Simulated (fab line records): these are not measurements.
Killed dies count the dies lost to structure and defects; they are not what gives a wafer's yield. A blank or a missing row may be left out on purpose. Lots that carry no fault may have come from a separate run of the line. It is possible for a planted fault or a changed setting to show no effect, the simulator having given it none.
fab line records	flow sfq-line
[record] lots = 5	wafers = 15	last-day = 95
route steps=325 shown I1@80 M2@88
lots that met no fault: taken from a fault-free run of the same line
start-h: hours from the record's first day to the start of the lot's first wafer shown	wait-h: hours since the lot's step before	" as in the row above	L1.1+2: one row covering several wafers at once	- value missing, or start not given	* or withheld: withheld	< > ~ a bound
route shown NAME@n: NAME is a module with steps in the file, n the number in the route of the first one	usual: average and standard deviation across the fault-free wafers	same: alike in all rows	chamber/n: place in a boat	sites: each site's reading	_std_site: standard deviation of those values	_edge_site: mean of outer sites minus mean of inner sites	radius-mm: how far each site lies from the wafer's centre	mask NAME#n: copy n	behind: tool/chamber where the wafer was last shaped	hold: why the lot went on hold/how many hours it stayed there/how the hold came to an end	device: names the non-switching transistor (n, p or np)	end of line: the same wafers' tests at the end of the route	a step without rows: its recipe alone	killed: dies that structure and defects cost at the first sort, which is not the same as the wafer's yield	map: a wafer's dies, x killed, . not, _ none there
set.NAME: the run value of the setting; set.NAME@STEP: its run value at that earlier step	model.NAME: the simulator's own value behind a step, which no gauge read
lots at selected steps of the route; one table per step, one row per wafer
services: when a tool's chamber went out of use (start-h, in hours from the record's first day, below 0 if earlier), for how many hours, and the reason
[[steps]]
[step SFQ_TRILAYER_I1_VIA_LITHO_EXPOSE_050]
[recipe] mask-id = I1	na = 0.6	source-shape = conventional	sigma-outer = 0.65	target-cd-nm = 500	dose-mj = 21.3
[step SFQ_TRILAYER_I1_VIA_LITHO_PEB_052]
[recipe] peb-temp-c = 115	peb-time-s = 60	resist = KrF
[step SFQ_TRILAYER_I1_VIA_LITHO_DEVELOP_051]
[recipe] time-s = 60	resist = KrF
[step SFQ_I1_OVL_MEAS_913]
[usual] I1_OVL = 3/5.5
lot.wafer	tool	chamber	start-h	wait-h	I1_OVL[nm]
L293.1	overlay-01	-	580.39	0.1	2
L293.2	"	-	"	"	0
L293.6	"	-	"	"	5
L296.1	overlay-01	-	587.59	0.1	-6
L296.3	"	-	"	"	-1
L296.5	"	-	"	"	0
L306.1	overlay-02	-	621.31	0.1	2
L306.5	"	-	"	"	0
L306.6	"	-	"	"	2
L311.1	overlay-01	-	939.72	0.1	-3
L311.2	"	-	"	"	-5
L311.5	"	-	"	"	-7
L312.2	overlay-02	-	950.53	0.1	7
L312.4	"	-	"	"	6
L312.5	"	-	"	"	8
[step SFQ_TRILAYER_I1_VIA_BARC_OPEN_VIA_ETCH_071]
[recipe] mask-material = PR	chemistry = O2	target-depth-nm = 125	target = BARC	source-w = 500	bias-w = 80	pressure-mtorr = 30	time-s = 41.7
[usual] drypump-motor-current-A = 5.6/0.52	oes-product-au = 0.686/0.0048
lot.wafer	tool	chamber	start-h	wait-h	drypump-motor-current-A	oes-product-au	rf-hours-counter-h
L293.1	rie-diel-01	3	580.42	0.0	5.7	0.683	15
L293.2	"	2	"	"	6.0	0.682	23
L293.6	"	2	"	"	6.0	0.683	-
L296.1	rie-diel-01	2	587.62	0.0	6.0	0.687	23
L296.3	"	3	"	"	5.7	0.689	15
L296.5	"	3	"	"	5.7	0.690	-
L306.1	rie-diel-01	2	621.35	0.0	6.1	0.694	24
L306.5	"	0	"	"	5.4	0.691	-
L306.6	"	3	"	"	5.7	0.679	-
L311.1	rie-diel-01	1	939.76	0.0	5.3	0.679	2
L311.2	"	0	"	"	5.4	0.691	2
L311.5	"	1	"	"	5.3	0.695	-
L312.2	rie-diel-04	2	950.56	0.0	4.7	0.687	9
L312.4	"	1	"	"	5.6	0.698	5
L312.5	"	3	"	"	4.9	0.683	-
[step SFQ_TRILAYER_I1_VIA_ETCH_VIA_ETCH_052]
[recipe] target = SiO2	stop-on = Nb	mask-material = PR	taper-deg = 20	chemistry = CHF3	target-depth-nm = 260	source-w = 500	bias-w = 80	pressure-mtorr = 30	time-s = withheld
[usual] drypump-motor-current-A = 5.6/0.52	oes-product-au = 0.854/0.0058
lot.wafer	tool	chamber	start-h	wait-h	drypump-motor-current-A	oes-product-au
L293.1	rie-diel-01	3	580.46	0.0	5.7	0.854
L293.2	"	2	"	"	6.0	0.850
L293.6	"	2	"	"	6.0	0.850
L296.1	rie-diel-01	2	587.66	0.0	6.0	0.860
L296.3	"	3	"	"	5.7	0.856
L296.5	"	3	"	"	5.7	0.850
L306.1	rie-diel-01	2	621.39	0.0	6.0	0.850
L306.5	"	0	"	"	5.4	0.857
L306.6	"	3	"	"	5.7	0.849
L311.1	rie-diel-01	1	939.80	0.0	5.3	0.846
L311.2	"	0	"	"	5.4	0.855
L311.5	"	1	"	"	5.3	0.850
L312.2	rie-diel-04	2	950.60	0.0	4.7	0.853
L312.4	"	1	"	"	5.6	0.856
L312.5	"	3	"	"	5.0	0.844
[step SFQ_TRILAYER_I1_VIA_STRIP_STRIP_053]
[recipe] gas = O2	power-w = 200	platen-temp-c = 40	overash-fraction = 0.65	chemistry = O2	pressure-mtorr = 50
[usual] drypump-motor-current-A = 5.8/0.31	oes-product-au = 1.004/0.0074
lot.wafer	tool	chamber	start-h	wait-h	drypump-motor-current-A	oes-product-au	rf-hours-counter-h
L293.1	rie-metal-01	1	580.58	-	5.5	1.004	88
L293.2	"	0	"	"	5.9	1.002	77
L293.6	"	1	"	"	5.5	1.004	-
L296.1	rie-metal-04	1	587.78	-	6.1	0.993	110
L296.3	"	1	"	"	6.1	0.995	-
L296.5	"	1	"	"	6.1	0.995	-
L306.1	rie-metal-01	0	621.50	-	5.9	0.996	81
L306.5	"	1	"	"	5.5	0.992	-
L306.6	"	0	"	"	5.8	1.013	-
L311.1	rie-metal-04	1	939.91	-	6.0	1.010	18
L311.2	"	0	"	"	6.2	1.010	135
L311.5	"	1	"	"	6.0	1.012	-
L312.2	rie-metal-01	0	950.91	-	5.9	1.004	-
L312.4	"	0	"	"	5.8	0.988	-
L312.5	"	0	"	"	5.9	0.994	-
[step SFQ_TRILAYER_I1_VIA_STRIP_SOLV_CLEAN_054]
[recipe] chemistry = NMP	temp-c = 70	time-s = 600
[step SFQ_TRILAYER_M2_DEP_PRE_CLEAN_056]
[recipe] gas = Ar	time-s = 22.5	bias-v = 250
[step SFQ_TRILAYER_M2_DEP_SPUTTER_055]
[recipe] material = Nb	base-pressure-pa = 1.33e-06	chamber-pressure-pa = 0.1333	substrate-temp-c = 20	resputter-cathode-voltage-v = 400	target-thk-nm = 200	power-w = 2000	time-s = 133.3
[usual] cathode-dc-power-W = 2000.0/0.35	throttle-valve-pct = 30.4/1.1
lot.wafer	tool	chamber	start-h	wait-h	cathode-dc-power-W	throttle-valve-pct
L293.1	pvd-sputter-04	-	581.38	0.0	2000.0	31.4
L293.2	"	-	"	"	1999.3	30.8
L293.6	"	-	"	"	2000.2	30.9
L296.1	pvd-sputter-03	-	588.60	0.0	1999.7	30.3
L296.3	"	-	"	"	2000.3	31.4
L296.5	"	-	"	"	2000.5	28.3
L306.1	pvd-sputter-04	-	622.31	0.0	1999.9	30.7
L306.5	"	-	"	"	2000.1	31.1
L306.6	"	-	"	"	2000.1	30.9
L311.1	pvd-sputter-05	-	940.72	0.0	2000.4	26.7
L311.2	"	-	"	"	1999.5	29.8
L311.5	"	-	"	"	2000.2	30.2
L312.2	pvd-sputter-04	-	952.12	0.0	1999.9	31.1
L312.4	"	-	"	"	1999.6	31.4
L312.5	"	-	"	"	2000.2	30.7
[step SFQ_M2_RS_MEAS_914]
[recipe] thk-meas-gauge = four-point-probe	reads = Nb_of_TRILAYER_M2_DEP_SPUTTER_055
[usual] M2_NB_RS = 0.886/0.0087
lot.wafer	tool	chamber	start-h	wait-h	M2_NB_RS[ohm/sq]
L293.1	film-metro-02	-	581.47	0.0	0.893
L293.2	"	-	"	"	0.886
L293.6	"	-	"	"	0.888
L296.1	film-metro-03	-	588.69	0.0	0.903
L296.3	"	-	"	"	0.902
L296.5	"	-	"	"	0.892
L306.1	film-metro-02	-	622.40	0.0	0.881
L306.5	"	-	"	"	0.887
L306.6	"	-	"	"	0.879
L311.1	film-metro-03	-	940.81	0.0	0.895
L311.2	"	-	"	"	0.899
L311.5	"	-	"	"	0.895
L312.2	film-metro-03	-	952.23	0.1	0.891
L312.4	"	-	"	"	0.883
L312.5	"	-	"	"	0.895
[step SFQ_TRILAYER_M2_LITHO_COAT_062]
[recipe] resist = BARC	spin-rpm = 3000	resist-thk-nm = 62
[usual] chill-plate-temp-C = 23.01/0.11
lot.wafer	tool	chamber	start-h	wait-h	chill-plate-temp-C	model.BARC_of_TRILAYER_M2_LITHO_COAT_062.thk-nm
L293.1	litho-track-01	0	581.65	0.1	23.12	61.7
L293.2	"	0	"	"	22.95	61.6
L293.6	"	0	"	"	23.15	61.46
L296.1	litho-track-02	0	588.87	0.1	23.09	62.2
L296.3	"	0	"	"	23.11	60.4
L296.5	"	0	"	"	23.16	62.37
L306.1	litho-track-01	0	622.58	0.1	22.97	61.87
L306.5	"	0	"	"	23.12	61.93
L306.6	"	0	"	"	22.97	62.04
L311.1	litho-track-02	0	940.99	0.1	22.82	62.02
L311.2	"	0	"	"	22.82	62.27
L311.5	"	0	"	"	22.89	62.2
L312.2	litho-track-01	0	952.44	0.1	23.03	61.82
L312.4	"	0	"	"	23.17	61.76
L312.5	"	0	"	"	23.20	61.72
[step SFQ_TRILAYER_M2_LITHO_COAT_057]
[recipe] resist = KrF	spin-rpm = 3000	resist-thk-nm = 600
[step SFQ_TRILAYER_M2_LITHO_SOFTBAKE_061]
[recipe] temp-c = withheld	time-s = withheld	resist = KrF
[step SFQ_TRILAYER_M2_LITHO_EXPOSE_058]
[recipe] mask-id = M2	na = 0.6	source-shape = conventional	sigma-outer = 0.65	target-cd-nm = 500	dose-mj = 14.4
[step SFQ_TRILAYER_M2_LITHO_PEB_060]
[recipe] peb-temp-c = 115	peb-time-s = 60	resist = KrF
[step SFQ_TRILAYER_M2_LITHO_DEVELOP_059]
[recipe] time-s = 60	resist = KrF
[step SFQ_M2_OVL_MEAS_916]
[usual] M2_OVL = 4/5.3
lot.wafer	tool	chamber	start-h	wait-h	M2_OVL[nm]
L293.1	overlay-02	-	756.10	0.1	1
L293.2	"	-	"	"	5
L293.6	"	-	"	"	1
L296.1	overlay-01	-	762.10	0.1	6
L296.3	"	-	"	"	4
L296.5	"	-	"	"	9
L306.1	overlay-02	-	782.89	0.1	5
L306.5	"	-	"	"	-3
L306.6	"	-	"	"	5
L311.1	overlay-01	-	952.33	0.1	10
L311.2	"	-	"	"	7
L311.5	"	-	"	"	9
L312.2	overlay-02	-	976.34	0.1	10
L312.4	"	-	"	"	4
L312.5	"	-	"	"	0
[step SFQ_TRILAYER_M2_BARC_OPEN_METAL_ETCH_077]
[recipe] mask-material = PR	chemistry = O2	target-depth-nm = 125	target = BARC	icp-w = 600	bias-w = 80	pressure-mtorr = 10	time-s = 41.7
[usual] drypump-motor-current-A = 5.7/0.42	oes-product-au = 0.685/0.0047
lot.wafer	tool	chamber	start-h	wait-h	drypump-motor-current-A	oes-product-au	rf-hours-counter-h	model.etch.depth-nm
L293.1	rie-metal-02	1	756.14	0.0	6.2	0.681	23	61.7
L293.2	"	0	"	"	5.4	0.684	76	61.6
L293.6	"	1	"	"	6.2	0.673	-	61.46
L296.1	rie-metal-03	1	762.14	0.0	5.3	0.692	61	62.2
L296.3	"	1	"	"	5.3	0.674	-	60.4
L296.5	"	1	"	"	5.3	0.685	-	62.37
L306.1	rie-metal-04	0	782.92	0.0	6.2	0.686	106	61.87
L306.5	"	1	"	"	6.1	0.681	-	61.93
L306.6	"	0	"	"	6.2	0.687	-	62.04
L311.1	rie-metal-02	1	952.37	0.0	6.2	0.693	51	62.02
L311.2	"	0	"	"	5.4	0.680	110	62.27
L311.5	"	1	"	"	6.3	0.688	-	62.2
L312.2	rie-metal-03	0	976.37	0.0	5.3	0.687	84	61.82
L312.4	"	1	"	"	5.3	0.679	-	61.76
L312.5	"	0	"	"	5.3	0.682	-	61.72
[step SFQ_TRILAYER_M2_ETCH_METAL_ETCH_060]
[recipe] target = Nb	stop-on = SiO2	mask-material = PR	chemistry = Cl2/Ar	target-depth-nm = 240	icp-w = 600	bias-w = 80	pressure-mtorr = 10	time-s = 120
[usual] drypump-motor-current-A = 5.7/0.42	oes-product-au = 0.897/0.0066
lot.wafer	tool	chamber	start-h	wait-h	drypump-motor-current-A	oes-product-au	rf-hours-counter-h
L293.1	rie-metal-02	1	756.20	0.0	6.3	0.902	23
L293.2	"	0	"	"	5.4	0.902	76
L293.6	"	1	"	"	6.2	0.892	-
L296.1	rie-metal-03	1	762.26	0.1	5.3	0.882	61
L296.3	"	1	"	"	5.3	0.899	-
L296.5	"	1	"	"	5.3	0.891	-
L306.1	rie-metal-04	0	782.98	0.0	6.2	0.899	106
L306.5	"	1	"	"	6.1	0.897	-
L306.6	"	0	"	"	6.2	0.901	-
L311.1	rie-metal-02	1	952.43	0.0	6.2	0.894	52
L311.2	"	0	"	"	5.4	0.886	110
L311.5	"	1	"	"	6.2	0.895	-
L312.2	rie-metal-03	0	976.43	0.0	5.4	0.892	84
L312.4	"	1	"	"	5.3	0.898	-
L312.5	"	0	"	"	5.4	0.892	-
[[services]]
tool	chamber	start-h	hours	kind
rie-diel-01	2	557.43	1.7	repair
rie-diel-01	3	572.46	1.4	repair
rie-metal-02	1	572.53	6.3	repair
rie-metal-03	0	618.72	2.1	repair
rie-metal-03	-	647.86	1.4	pm
rie-metal-01	1	654.39	5.0	repair
rie-metal-04	0	657.09	4.5	repair
rie-diel-01	0	663.20	9.9	repair
rie-metal-03	-	695.96	0.4	repair
rie-metal-03	0	704.17	59.2	repair
pvd-sputter-04	-	748.47	0.9	repair
rie-diel-01	1	773.71	2.6	repair
rie-metal-02	-	790.26	0.8	repair
rie-diel-01	0	795.64	5.4	repair
rie-metal-03	0	819.71	21.8	repair
rie-metal-01	0	824.17	10.3	repair
rie-metal-02	1	837.73	16.1	repair
pvd-sputter-04	-	838.19	1.3	repair
rie-metal-03	0	867.72	4.5	repair
rie-diel-01	3	870.62	3.2	repair
rie-metal-04	0	871.60	8.3	repair
rie-metal-02	1	885.18	5.5	repair
rie-diel-01	2	905.90	20.9	repair
rie-diel-01	3	928.59	5.7	repair
[[key]]
first-sign none at tools or gauges
[model-effect] step = SFQ_TRILAYER_M2_LITHO_COAT_062	value = BARC_of_TRILAYER_M2_LITHO_COAT_062.thk-nm	without = 62.32	struck = 60.4
[model-effect] step = SFQ_TRILAYER_M2_BARC_OPEN_METAL_ETCH_077	value = etch.depth-nm	without = 62.32	struck = 60.4
met-at SFQ_TRILAYER_M2_LITHO_COAT_062
struck-wafers L296.3
[fault] kind = process-parameter-drift	tool = litho-track-02	chamber = -	onset-h = 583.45	steps = SFQ_TRILAYER_M2_LITHO_COAT_062	channel = resist-thk-nm	offset = -1.908	shape = step	end-h = 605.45	scope = struck-wafers-only	acts-in = these-recipes-only	stated = 62
